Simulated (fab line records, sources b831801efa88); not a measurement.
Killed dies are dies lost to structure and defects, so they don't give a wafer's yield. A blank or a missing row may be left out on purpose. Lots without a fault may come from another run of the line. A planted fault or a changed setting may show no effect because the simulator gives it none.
Which tool did it? | flow gf180mcu | 14 lots, 42 wafers sampled, at 4 steps of a route of 602

WHAT THE GAUGES READ, wafer by wafer
GF_M5_CD_MEAS_07: target cd 280 nm. Usual: cd_nm 280.3 nm, standard deviation 1.3.
lot  | measured     | on        | cd_nm (nm)        | flag
L637 | day 26 09:58 | cd_sem-01 | 280.7 280.5 281.4 |
L638 | day 26 20:37 | cd_sem-01 | 280.6 281.4 281.4 |
L641 | day 27 22:54 | cd_sem-01 | 280.6 280.8 279.9 |
L642 | day 28 02:40 | cd_sem-02 | 281.0 280.9 280.9 |
L644 | day 29 00:08 | cd_sem-01 | 279.5 279.3 281.1 |
L645 | day 29 00:34 | cd_sem-02 | 282.6 281.7 281.8 |
L647 | day 29 11:19 | cd_sem-02 | 280.9 278.8 280.6 |
L646 | day 29 14:26 | cd_sem-02 | 281.6 279.2 279.6 |
L649 | day 30 06:22 | cd_sem-01 | 281.2 283.9 280.0 |
L651 | day 30 18:14 | cd_sem-01 | 279.3 280.4 279.8 |
L652 | day 30 22:32 | cd_sem-01 | 279.0 278.8 277.5 |
L653 | day 31 01:19 | cd_sem-01 | 281.6 281.7 281.5 |
L654 | day 31 08:16 | cd_sem-01 | 278.0 279.3 278.5 |
L656 | day 32 01:42 | cd_sem-01 | 279.6 278.7 280.3 |

GF_V5_THK_MEAS_03. Usual: V5_CVD_02_THK 1448 nm, standard deviation 16.
lot  | measured     | on            | V5_CVD_02_THK (nm) | flag
L637 | day 26 11:01 | film_metro-04 | 1434 1456 1449     |
L638 | day 26 21:43 | film_metro-02 | 1422 1426 1442     |
L641 | day 27 23:59 | film_metro-01 | 1440 1473 1458     |
L642 | day 28 03:42 | film_metro-04 | 1450 1454 1470     |
L644 | day 29 01:13 | film_metro-02 | 1447 1434 1450     |
L645 | day 29 01:38 | film_metro-02 | 1428 1426 1431     |
L647 | day 29 12:22 | film_metro-02 | 1453 1437 1458     |
L646 | day 29 15:35 | film_metro-02 | 1465 1452 1476     |
L649 | day 30 07:26 | film_metro-04 | 1489 1468 1485     |
L651 | day 30 19:41 | film_metro-01 | 1442 1426 1447     |
L652 | day 30 23:43 | film_metro-02 | 1442 1424 1462     |
L653 | day 31 02:24 | film_metro-02 | 1414 1450 1440     |
L654 | day 31 09:22 | film_metro-04 | 1434 1426 1448     |
L656 | day 32 02:45 | film_metro-02 | 1437 1475 1458     |

WHICH TOOL RAN EACH LOT (tool, then ch and the chambers of the sampled wafers, then the start)
lot  | GF_CONTACT_SPUTTER_23        | GF_M5_METAL_ETCH_10
L637 | pvd_sputter-01, day 16 04:39 | rie_metal-01 ch 0,1, day 26 10:09
L638 | pvd_sputter-01, day 16 16:59 | rie_metal-01 ch 0,1, day 26 20:48
L641 | pvd_sputter-01, day 18 00:53 | rie_metal-02 ch 0,1, day 27 23:04
L642 | pvd_sputter-02, day 18 02:56 | rie_metal-02 ch 0, day 28 02:50
L644 | pvd_sputter-01, day 19 03:53 | rie_metal-02 ch 0,1, day 29 00:19
L645 | pvd_sputter-02, day 19 04:23 | rie_metal-01 ch 0,1, day 29 00:44
L647 | pvd_sputter-01, day 19 21:10 | rie_metal-02 ch 0,1, day 29 11:30
L646 | pvd_sputter-02, day 19 22:43 | rie_metal-01 ch 1, day 29 14:37
L649 | pvd_sputter-02, day 20 20:32 | rie_metal-01 ch 0,1, day 30 06:32
L651 | pvd_sputter-04, day 21 09:52 | rie_metal-04 ch 0,1, day 30 18:25
L652 | pvd_sputter-02, day 21 17:16 | rie_metal-01 ch 0,1, day 30 22:43
L653 | pvd_sputter-02, day 21 22:38 | rie_metal-02 ch 0,1, day 31 01:29
L654 | pvd_sputter-02, day 22 06:02 | rie_metal-02 ch 0,1, day 31 08:27
L656 | pvd_sputter-02, day 23 04:57 | rie_metal-01 ch 0,1, day 32 01:53
- GF_CONTACT_SPUTTER_23: material TiN, target thk 10 nm, time 40 s.
- GF_M5_METAL_ETCH_10: etches the open film in Cl2/BCl3, stops on SiO2, target depth 627.5 nm, time 104.6 s.

WHAT THE TOOLS THEMSELVES READ (means of the sampled wafers that have a number; where no wafer has one, the mark that the record gives instead)
GF_CONTACT_SPUTTER_23. Usual: throttle_valve_pct 30.4 %, standard deviation 1.1.
lot  | tool           | throttle_valve_pct (%) | flag
L637 | pvd_sputter-01 | 30.6                   |
L638 | pvd_sputter-01 | 30.2                   |
L641 | pvd_sputter-01 | 30.5                   |
L642 | pvd_sputter-02 | 29.6                   |
L644 | pvd_sputter-01 | 30.5                   |
L645 | pvd_sputter-02 | 29.7                   |
L647 | pvd_sputter-01 | 30.5                   |
L646 | pvd_sputter-02 | 29.6                   |
L649 | pvd_sputter-02 | 29.6                   |
L651 | pvd_sputter-04 | 29.8                   |
L652 | pvd_sputter-02 | 29.8                   |
L653 | pvd_sputter-02 | 31.4                   |
L654 | pvd_sputter-02 | 31.6                   |
L656 | pvd_sputter-02 | 30.6                   |

GF_M5_METAL_ETCH_10. Usual: bias_w 140.1 W, standard deviation 0.41; chamber_pressure_mTorr 8.001 mTorr, standard deviation 0.0067; drypump_motor_current_A 6.12 A, standard deviation 0.17; oes_product_au 0.972 a.u., standard deviation 0.0064; throttle_valve_pct 28.252 %, standard deviation 0.01.
lot  | tool         | bias_w (W) | chamber_pressure_mTorr (mTorr) | drypump_motor_current_A (A) | oes_product_au (a.u.) | throttle_valve_pct (%) | flag
L637 | rie_metal-01 | 139.7      | 8.004                          | 6.14                        | 0.974                 | 28.249                 |
L638 | rie_metal-01 | 140.5      | 8.001                          | 6.17                        | 0.981                 | 28.248                 |
L641 | rie_metal-02 | 140.3      | 7.999                          | 6.23                        | 0.976                 | 28.252                 |
L642 | rie_metal-02 | 139.8      | 7.996                          | 5.98                        | 0.973                 | 28.246                 |
L644 | rie_metal-02 | 139.4      | 7.999                          | 6.23                        | 0.975                 | 28.247                 |
L645 | rie_metal-01 | 139.7      | 8.006                          | 6.19                        | 0.965                 | 28.265                 |
L647 | rie_metal-02 | 140.5      | 8.003                          | 6.12                        | 0.973                 | 28.254                 |
L646 | rie_metal-01 | 140.2      | 8.001                          | 6.10                        | 0.964                 | 28.259                 |
L649 | rie_metal-01 | 140.0      | 8.003                          | 6.13                        | 0.968                 | 28.255                 |
L651 | rie_metal-04 | 140.1      | 8.000                          | 6.04                        | 0.977                 | 28.257                 |
L652 | rie_metal-01 | 140.5      | 7.996                          | 6.14                        | 0.964                 | 28.260                 |
L653 | rie_metal-02 | 139.7      | 8.005                          | 6.09                        | 0.973                 | 28.250                 |
L654 | rie_metal-02 | 140.2      | 7.999                          | 6.10                        | 0.979                 | 28.243                 |
L656 | rie_metal-01 | 140.1      | 7.999                          | 6.17                        | 0.969                 | 28.251                 |

THE ANSWER, worked out from the rows above alone
Rule: a lot is off if the mean of its wafers that have a number lies more than 3 standard deviations from the usual mean. A lot without any number at a reading at which 4 lots or more have one is off too. The other lots that the step has rows for count as sound. The gauges are gone through in route order, then the tools' own readings, and for those a lot's mean is taken as printed above. The first step at which some lot is off is used, and at that step the reading that is off furthest; a lot without a number counts as furthest.
No lot is off at any reading shown: from this, nothing can be told.

WHAT THE SIMULATOR HAD PUT IN
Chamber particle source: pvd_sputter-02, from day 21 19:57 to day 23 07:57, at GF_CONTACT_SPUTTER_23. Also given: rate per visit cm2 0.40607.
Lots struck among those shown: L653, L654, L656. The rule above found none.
